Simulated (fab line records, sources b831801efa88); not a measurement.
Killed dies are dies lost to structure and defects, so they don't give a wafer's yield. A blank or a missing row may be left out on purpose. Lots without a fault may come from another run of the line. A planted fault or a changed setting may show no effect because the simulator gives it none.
One fault seen from 2 desks | flow gf180mcu | each desk has only its own numbers; what lay behind them comes last

THE TOOL OWNER'S DESK: litho_track-04
The tool's own readings at GF_TOP_METAL_COAT_09 (resist thk 1500 nm): means of the sampled wafers that have a number, for each lot that ran on this tool. A lot is out of limits, marked OUT, if its mean lies more than 4 standard deviations from the usual mean; the brackets give that distance.
Columns: A = dispense_pressure_kPa at GF_TOP_METAL_COAT_09, usual 49 kPa; B = spin_speed_rpm at GF_TOP_METAL_COAT_09, usual 2999.7 rpm
lot  | first seen here | A  | B
L150 | day 30 02:57    | 43 | 2998.5
L151 | day 30 11:54    | 43 | 3000.0
L153 | day 30 23:12    | 43 | 3001.4
L159 | day 33 00:00    | 43 | 2220.6 (-99 or more) OUT
L161 | day 33 02:10    | 43 | 2219.9 (-99 or more) OUT
This desk's finding: out of limits on L159, L161; first on L159, day 33 00:00 (spin_speed_rpm at GF_TOP_METAL_COAT_09). In limits: L150, L151, L153.

THE METROLOGY DESK
What the gauges read, lot by lot, whatever tool the lot ran on: means of the sampled wafers that have a number. A lot is out of limits, marked OUT, if its mean lies more than 4 standard deviations from the usual mean; the brackets give that distance.
Columns: A = TOP_METAL_ALCU_THK at GF_TOP_METAL_THK_MEAS_06, usual 883 nm; B = cd_nm at GF_TOP_METAL_CD_MEAS_14, usual 439.9 nm
lot  | first seen here | A   | B
L144 | day 27 14:46    | 891 | 442.3
L148 | day 29 03:49    | 888 | 441.2
L150 | day 29 18:22    | 894 | 439.0
L151 | day 30 02:54    | 887 | 444.5
L152 | day 30 11:26    | 897 | 438.4
L153 | day 30 14:49    | 881 | 440.2
L159 | day 32 15:58    | 871 | 458.9 (+7.6) OUT
L161 | day 32 18:04    | 873 | 456.7 (+6.7) OUT
L163 | day 33 04:46    | 874 | 438.9
L164 | day 33 08:47    | 866 | 439.2
L165 | day 33 13:28    | 880 | 440.8
This desk's finding: out of limits on L159, L161; first on L159, day 33 08:00 (cd_nm at GF_TOP_METAL_CD_MEAS_14). In limits: L144, L148, L150, L151, L152, L153, L163, L164, L165.

PUT TOGETHER
The tool owner's desk could have raised an alarm at day 33 00:00, on L159, L161.
The metrology desk could have raised an alarm at day 33 08:00, on L159, L161.
Of the lots named, all ran GF_TOP_METAL_COAT_09 on litho_track-04.

WHAT THE SIMULATOR HAD PUT IN
Process parameter drift: litho_track-04, from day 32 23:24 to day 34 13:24, at GF_TOP_METAL_COAT_09. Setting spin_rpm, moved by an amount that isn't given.
Lots struck among those shown: L159, L161.
Hours from the fault's start to each desk's first reading out of limits: the tool owner's desk, 1; the metrology desk, 9.
